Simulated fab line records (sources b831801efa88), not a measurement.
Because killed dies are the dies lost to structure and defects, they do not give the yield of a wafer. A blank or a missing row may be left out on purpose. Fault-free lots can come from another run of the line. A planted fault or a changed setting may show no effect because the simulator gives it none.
Split-lot trial | flow sfq_line | on a route of 325 steps: 5 lots, 23 wafers read

ON THE SPLIT
At SFQ_TRILAYER_INCOMING_OXIDATION_002 (target thk 500 nm, ox time 4939 s), the setting ox_time_s was moved away from the recipe's 4939 s on 15 of the 23 wafers read, by -11.2% to +12.6%. This setting was run at the recipe's value on the other wafers.

The split's own step is where the reading is taken.

THE READING
SiO2_of_TRILAYER_INCOMING_OXIDATION_002.thk_nm (the simulator's own value, which no gauge read), in nm, at SFQ_TRILAYER_INCOMING_OXIDATION_002 (target thk 500 nm, ox time 4939 s). No usual value for it is given in the file. The 8 wafers here that ran the recipe average 508.2 nm, standard deviation 8.7 nm.

wafer  | tool, chamber at the split | ox_time_s as run, s | against the recipe | SiO2_of_TRILAYER_INCOMING_OXIDATION_002.thk_nm, nm | against lot-mates on the recipe
L074.1 | -, -                       | 4384                | -11.2%             | 463.6                                              | no lot-mate on the recipe
L074.2 | -, -                       | 4384                | -11.2%             | 457.8                                              | no lot-mate on the recipe
L074.3 | -, -                       | 4384                | -11.2%             | 468.5                                              | no lot-mate on the recipe
L074.4 | -, -                       | 4384                | -11.2%             | 463.1                                              | no lot-mate on the recipe
L074.5 | -, -                       | 4384                | -11.2%             | 468.9                                              | no lot-mate on the recipe
L075.1 | -, -                       | 5561                | +12.6%             | 528.6                                              | no lot-mate on the recipe
L075.2 | -, -                       | 5561                | +12.6%             | 527.8                                              | no lot-mate on the recipe
L075.3 | -, -                       | 5561                | +12.6%             | 533.7                                              | no lot-mate on the recipe
L075.4 | -, -                       | 5561                | +12.6%             | 536.8                                              | no lot-mate on the recipe
L075.6 | -, -                       | 5561                | +12.6%             | 530.3                                              | no lot-mate on the recipe
L076.3 | furnace-01, 0              | 4939                | recipe             | 514.5                                              | -
L076.4 | furnace-01, 0              | 4939                | recipe             | 518                                                | -
L076.6 | furnace-01, 0              | 4939                | recipe             | 523.5                                              | -
L081.1 | -, -                       | 4939                | recipe             | 500.9                                              | -
L081.2 | -, -                       | 4939                | recipe             | 505                                                | -
L081.3 | -, -                       | 4939                | recipe             | 501                                                | -
L081.4 | -, -                       | 4939                | recipe             | 498.2                                              | -
L081.6 | -, -                       | 4939                | recipe             | 504.2                                              | -
L084.1 | -, -                       | 5165                | +4.6%              | 520.5                                              | no lot-mate on the recipe
L084.2 | -, -                       | 5165                | +4.6%              | 521.5                                              | no lot-mate on the recipe
L084.3 | -, -                       | 5165                | +4.6%              | 517.3                                              | no lot-mate on the recipe
L084.4 | -, -                       | 5165                | +4.6%              | 524.4                                              | no lot-mate on the recipe
L084.5 | -, -                       | 5165                | +4.6%              | 523.2                                              | no lot-mate on the recipe

THE FIT
A straight line over all 23 wafers: SiO2_of_TRILAYER_INCOMING_OXIDATION_002.thk_nm changes by +2.87 nm for each +1% of ox_time_s; r = +0.94; the points scatter about the line by 8.8 nm.
Too few moved wafers have a lot-mate on the recipe to fit a line with each lot's own level taken away.

THE FILE'S OWN FIT
SiO2_of_TRILAYER_INCOMING_OXIDATION_002.thk_nm changes by +2.87 nm for each +1% of ox_time_s, r = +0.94.
